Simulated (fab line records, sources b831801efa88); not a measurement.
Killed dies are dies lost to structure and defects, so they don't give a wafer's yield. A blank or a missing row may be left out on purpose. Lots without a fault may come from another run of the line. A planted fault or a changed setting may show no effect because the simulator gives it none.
Chamber matching | flow sky130 | SKY_LI_CONTACT_CMP_02 on cmp-02: 4 sister chambers
The step polishes PSG. 8 wafers are shown with their chamber, then 9 later ones without.

WAFERS WITH THEIR CHAMBER
wafer  | chamber | motor_current_A (A) | time_to_endpoint_s (s)
L591.4 | 1       | 11.6                | 37
L594.2 | 1       | 12.4                | 44
L596.3 | 0       | 10.3                | 31
L597.3 | 2       | 12.5                | 44
L597.5 | 3       | 11.7                | 38
L598.1 | 2       | 12.7                | 42
L598.4 | 3       | 11.7                | 37
L598.6 | 0       | 10.5                | 30

WAFERS WITHOUT THEIR CHAMBER
wafer  | motor_current_A (A) | time_to_endpoint_s (s)
L600.1 | 11.5                | 40
L600.3 | 12.1                | 40
L600.5 | 11.7                | 37
L609.1 | 10.9                | 31
L609.2 | 12.8                | 39
L609.3 | 11.7                | 38
L610.3 | 12.4                | 38
L610.4 | 12.7                | 36
L610.5 | 12.5                | 38

WHICH CHAMBER EACH WENT THROUGH
wafer  | from the rows above          | in truth
L600.1 | can't be placed: 3 or 1      | 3
L600.3 | can't be placed: 1 or 3 or 2 | 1
L600.5 | can't be placed: 3 or 1      | 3
L609.1 | can't be placed: 0 or 3      | 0
L609.2 | can't be placed: 2 or 1      | 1
L609.3 | can't be placed: 3 or 1      | 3
L610.3 | can't be placed: 1 or 2 or 3 | 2
L610.4 | can't be placed: 2 or 1 or 3 | 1
L610.5 | can't be placed: 1 or 2 or 3 | 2
Placed correctly: 0 of 9. Can't be placed from these rows: 9 (the true chamber is among the candidates in 9). Placed wrongly: 0.
How it was worked out, from the rows above alone: a wafer's distance from a chamber is the root of the sum, over the readings, of the square of ((its reading less the chamber's mean) divided by the reading's scatter). The wafer belongs to the nearest chamber; if the next one is less than 2 further off, it can't be placed. A chamber's mean is the mean of its shown wafers. The scatter: the root of (the sum of the squares of (reading less its chamber's mean) over the shown wafers, divided by (wafers less chambers)).
